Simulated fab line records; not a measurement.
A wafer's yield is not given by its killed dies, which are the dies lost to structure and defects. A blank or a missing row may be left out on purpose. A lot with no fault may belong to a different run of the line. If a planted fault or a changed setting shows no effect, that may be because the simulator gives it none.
A struck lot beside a sound one -- flow sky130 -- 16 out of 708 route steps
Sound: these wafers, L550.1, L550.2, L550.4. Struck: wafers L559.1, L559.2, L559.3. Last of all comes the cause.
Per side, at each step with rows, come the tool, then ch with its chambers, and then its first start. Under that, the readings that differ: sound wafers -- struck wafers -- difference of the means -- sigmas: that difference in standard deviations of wafers without a fault.
alike: same words and numbers on both sides, and readings whose means sit less than 2 such deviations apart. not compared: any withheld reading, any reading some wafer has no value for, any bound like >300 that may hide the same value, and any number with overlapping values for which the record gives no deviation.
The two part at a step that has a row with sigmas, a row that says differs or no value, or rows on one side only. Numbers that don't overlap but have no deviation are shown without sigmas and don't part them. A reading that every wafer of one side lacks parts them only if that side has two wafers or more.

first, 3 steps without rows for these wafers: SKY_FIELD_ISO_EXPOSE_10 (exposes mask FOM, target cd 150 nm); SKY_FIELD_ISO_PEB_11; SKY_FIELD_ISO_DEVELOP_12 (develop time 60 s).
SKY_FIELD_ISO_CD_MEAS_13: the cd target is 150 nm.
  struck on cd_sem-02, day 5 00:31; sound on cd_sem-02, day 3 00:29
  alike: cd_nm
SKY_FIELD_ISO_ETCH_14: etches BARC in N2/H2, stops on SiO2, time 45.9 s, target depth 60 nm.
  sound on rie_diel-02 ch 0,1,3, day 3 00:37; struck on rie_diel-04 ch 0,1,2, day 5 00:38
  alike: drypump_motor_current_A, h2_flow_sccm, oes_product_au, throttle_valve_pct
  not compared: rf_hours_counter_h
SKY_FIELD_ISO_ETCH_15: etches the open film in CHF3/O2, stops on Si, target depth 180 nm, time 72 s.
  sound on rie_diel-02 ch 0,1,3, day 3 00:39; struck on rie_diel-04 ch 0,1,2, day 5 00:40
  alike: drypump_motor_current_A, oes_product_au, throttle_valve_pct
  not compared: rf_hours_counter_h
SKY_FIELD_ISO_STRIP_16: strips in O2/N2.
  sound on plasma_asher-04 ch 0,1, day 3 00:43; struck on plasma_asher-01 ch 0,1, day 5 00:44
  alike: drypump_motor_current_A, oes_product_au, strip_time_to_endpoint_s
  not compared: rf_hours_counter_h
SKY_FIELD_ISO_ETCH_17: etches Si in HBr/Cl2/O2, target depth 342 nm, time 97.7 s.
  sound on rie_si-01 ch 1,2,3, day 3 00:49; struck on rie_si-02 ch 1,2,3, day 5 00:50
  alike: drypump_motor_current_A, oes_product_au, throttle_valve_pct
  not compared: rf_hours_counter_h
then, 4 steps without rows for these wafers: SKY_FIELD_ISO_WET_ETCH_18 (etches Si3N4 in H3PO4, target depth 25 nm, time 286 s); SKY_FIELD_ISO_CLEAN_19 (cleans in SC1/SC2, time 150 s); SKY_FIELD_ISO_CLEAN_20 (cleans in dHF, time 20 s); SKY_FIELD_ISO_WET_ETCH_21 (etches SiO2 in dHF, target depth 20 nm, time 400 s).
SKY_FIELD_ISO_OXIDATION_22: stabilise 600 s, purge 300 s, target thk 10 nm.
  sound on furnace-02 ch 0, day 3 01:09; struck on furnace-02 ch 0, day 5 01:10
reading,sound,struck,difference,sigmas
ox_time_s (s),623 623 623,934.5 934.5 934.5,+311.5,
model.SiO2_of_FIELD_ISO_OXIDATION_22.thk_nm (nm),9.98 9.957 10.23,13 12.97 12.95,+3,
  alike: spike_tc_bottom_C
SKY_FIELD_ISO_THK_MEAS_23:
  struck on film_metro-01, day 5 02:20; sound on film_metro-03, day 3 02:19
reading,sound,struck,difference,sigmas
FIELD_ISO_OXIDATION_01_THK (nm),9.98 9.93 10.24,12.93 12.98 12.99,+2.92,+13
then, 1 step without rows for these wafers: SKY_FIELD_ISO_CVD_24 (deposits SiO2, target thk 595 nm, time 99.2 s).
-- the record jumps here: 44 days lie between the struck wafers' starts before and after (it left off in module FIELD_ISO and takes up again in module PAD_OPEN, whose first step shown is number 708 of the route) --
SKY_PAD_OPEN_PROBE_99:
  struck on prober-02, day 48 22:13; sound on prober-02, day 46 12:33
reading,sound,struck,difference,sigmas
model.etest.sram_nfet_pass.off_log10_a_um,-12.61 -12.7 -12.48,-12.88 -12.93 -12.89,-0.30,
  alike: killed_at_M0_to_M3, killed_at_M4_up, killed_at_contacts, killed_at_front_end, killed_at_other, killed_dies, killed_open, killed_short

== WHERE THEY PART ==
At SKY_FIELD_ISO_THK_MEAS_23 and nowhere else, as far as this record goes. Later steps at which nothing parts them and some readings are alike: SKY_PAD_OPEN_PROBE_99.

WHY: what the simulator had put in
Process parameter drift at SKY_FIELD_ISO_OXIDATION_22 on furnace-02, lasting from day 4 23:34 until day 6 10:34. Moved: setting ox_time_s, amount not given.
